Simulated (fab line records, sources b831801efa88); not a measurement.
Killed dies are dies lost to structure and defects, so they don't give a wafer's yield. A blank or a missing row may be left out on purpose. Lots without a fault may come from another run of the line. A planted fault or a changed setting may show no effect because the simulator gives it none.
Chamber matching | flow gf180mcu | GF_V4_CVD_02 on pecvd-01: 3 sister chambers
The step deposits SiO2 from TEOS, target thk 850 nm, time 94.851 s. 18 wafers are shown with their chamber, then 9 later ones without.

WAFERS WITH THEIR CHAMBER
wafer  | chamber | heater_power_w (W)
L075.2 | 1       | 441
L075.4 | 2       | 561
L075.6 | 0       | 544
L076.2 | 2       | 590
L076.4 | 2       | 600
L076.6 | 0       | 528
L077.2 | 0       | 502
L077.3 | 1       | 544
L077.6 | 1       | 561
L081.1 | 2       | 516
L081.2 | 1       | 545
L081.3 | 0       | 496
L083.3 | 2       | 611
L083.4 | 0       | 497
L083.6 | 2       | 616
L085.3 | 2       | 587
L085.5 | 2       | 468
L085.6 | 1       | 509

SIGNATURES (means of the wafers above)
reading        | chamber 0 | chamber 1 | chamber 2 | scatter within a chamber
heater_power_w | 513.40    | 520.00    | 568.62    | 44.6
Rule: a wafer's distance from a chamber is the root of the sum, over the readings, of the square of ((its reading less the chamber's mean) divided by the reading's scatter). The wafer belongs to the nearest chamber; if the next one is less than 2 further off, it can't be placed. The scatter: the root of (the sum of the squares of (reading less its chamber's mean) over the shown wafers, divided by (wafers less chambers)).

WAFERS WITHOUT THEIR CHAMBER
wafer  | heater_power_w (W)
L087.1 | 480
L087.5 | 595
L087.6 | 539
L090.1 | 506
L090.2 | 602
L090.6 | 537
L093.1 | 595
L093.2 | 467
L093.5 | 512

WHICH CHAMBER EACH WENT THROUGH
wafer  | from the rows above          | in truth
L087.1 | can't be placed: 0 or 1 or 2 | 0
L087.5 | can't be placed: 2 or 1 or 0 | 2
L087.6 | can't be placed: 1 or 0 or 2 | 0
L090.1 | can't be placed: 0 or 1 or 2 | 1
L090.2 | can't be placed: 2 or 1 or 0 | 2
L090.6 | can't be placed: 1 or 0 or 2 | 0
L093.1 | can't be placed: 2 or 1 or 0 | 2
L093.2 | can't be placed: 0 or 1 or 2 | 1
L093.5 | can't be placed: 0 or 1 or 2 | 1
Placed correctly: 0 of 9. Can't be placed from these rows: 9 (the true chamber is among the candidates in 9). Placed wrongly: 0.
